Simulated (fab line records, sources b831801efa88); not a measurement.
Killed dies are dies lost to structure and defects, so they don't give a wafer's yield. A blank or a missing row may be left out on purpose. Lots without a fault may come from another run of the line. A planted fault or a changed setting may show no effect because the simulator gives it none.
A struck lot beside a sound one | flow sky130 | 16 steps out of a route of 708
Sound: wafers L864.1, L864.4, L864.6. Struck: wafers L870.4, L870.6. (L870.5 of the same lot was not struck and is left out.) The cause comes at the end.
At each step with rows: each side's tool, then ch and its chambers, then its first start. Under that, the readings that differ: sound wafers | struck wafers | difference of the means | sigmas: that difference in standard deviations of wafers without a fault.
alike: readings whose means differ by less than 2 such deviations, and words and numbers that are the same on both sides. not compared: withheld readings, readings that some wafer has no value for, bounds like >300 that may hide the same value, and numbers for which the record gives no deviation and whose values overlap.
The two part at a step that has a row with sigmas, a row that says differs or no value, or rows on one side only. Numbers that don't overlap but have no deviation are shown without sigmas and don't part them. A reading that every wafer of one side lacks parts them only if that side has two wafers or more.

first, 3 steps without rows for these wafers: SKY_METAL2_EXPOSE_12 (exposes mask MM2, target cd 140 nm); SKY_METAL2_PEB_13; SKY_METAL2_DEVELOP_14 (develop time 60 s).
SKY_METAL2_CD_MEAS_15: target cd 140 nm.
  sound on cd_sem-01, day 38 14:56; struck on cd_sem-01, day 40 12:08
  alike: cd_nm
SKY_METAL2_OVL_MEAS_16:
  sound on overlay-01, day 38 15:03; struck on overlay-02, day 40 12:15
  alike: METAL2_OVL
SKY_METAL2_DESCUM_17: chemistry O2, time 8 s.
  sound on rie_metal-03 ch 1, day 38 15:05; struck on rie_metal-04 ch 0,1, day 40 12:17
  alike: drypump_motor_current_A, oes_product_au
  not compared: rf_hours_counter_h
SKY_METAL2_ETCH_18: etches BARC in N2/H2, stops on SiO2, time 45.9 s, target depth 60 nm.
  sound on rie_metal-03 ch 1, day 38 15:09; struck on rie_metal-04 ch 0,1, day 40 12:19
  alike: drypump_motor_current_A, oes_product_au, throttle_valve_pct
  not compared: rf_hours_counter_h
SKY_METAL2_METAL_ETCH_19: etches the open film in Cl2/BCl3, stops on SiO2, target depth 360 nm, time 78 s.
  sound on rie_metal-03 ch 1, day 38 15:17; struck on rie_metal-04 ch 0,1, day 40 12:23
  alike: drypump_motor_current_A, oes_product_au, throttle_valve_pct
  not compared: rf_hours_counter_h
SKY_METAL2_STRIP_20: strips in O2/N2.
  sound on plasma_asher-03 ch 0,1, day 38 15:28; struck on plasma_asher-03 ch 0,1, day 40 12:29
  alike: drypump_motor_current_A, oes_product_au, strip_time_to_endpoint_s
  not compared: rf_hours_counter_h
then, 3 steps without rows for these wafers: SKY_METAL2_STRIP_21 (strips in post etch residue remover, time 1200 s); SKY_METAL2_CLEAN_22 (cleans in IPA, time 180 s); SKY_METAL2_CLEAN_23 (cleans in O3/DIW).
SKY_VIA2_HDPCVD_00: deposits SiO2, target thk 1180 nm, time 196.7 s.
  sound on hdpcvd-01 ch 1,2, day 38 16:03; struck on hdpcvd-01 ch 0,1, day 40 13:07
  reading                                  | sound          | struck    | difference | sigmas
  model.SiO2_of_VIA2_HDPCVD_00.thk_nm (nm) | 1189 1181 1211 | 2197 2190 | +1000      |
SKY_VIA2_THK_MEAS_01:
  sound on film_metro-01, day 38 16:10; struck on film_metro-04, day 40 13:12
  reading              | sound          | struck    | difference | sigmas
  VIA2_HDPCVD_THK (nm) | 1188 1181 1211 | 2197 2190 | +1000      | +77
SKY_VIA2_CMP_02: polishes SiO2.
  sound on cmp-01 ch 2,3, day 38 16:17; struck on cmp-02 ch 1,3, day 40 13:23
  alike: motor_current_A
-- the record jumps here: 9 days lie between the struck wafers' starts before and after (it left off in module VIA2 and takes up again in module PAD_OPEN, whose first step shown is number 708 of the route) --
SKY_PAD_OPEN_PROBE_99:
  sound on prober-01, day 48 16:46; struck on prober-02, day 49 21:38
  alike: defect_limited_yield, killed_at_M0_to_M3, killed_at_M4_up, killed_at_contacts, killed_at_front_end, killed_at_other, killed_dies, killed_open, killed_short, sort_bin_3_pad_short, sort_bin_5_function, sort_bin_6_memory, sort_n_pass, sort_yield_pct

WHERE THEY PART
Only at SKY_VIA2_THK_MEAS_01, within this record. Later steps at which nothing parts them and some readings are alike: SKY_VIA2_CMP_02, SKY_PAD_OPEN_PROBE_99.

WHY: what the simulator had put in
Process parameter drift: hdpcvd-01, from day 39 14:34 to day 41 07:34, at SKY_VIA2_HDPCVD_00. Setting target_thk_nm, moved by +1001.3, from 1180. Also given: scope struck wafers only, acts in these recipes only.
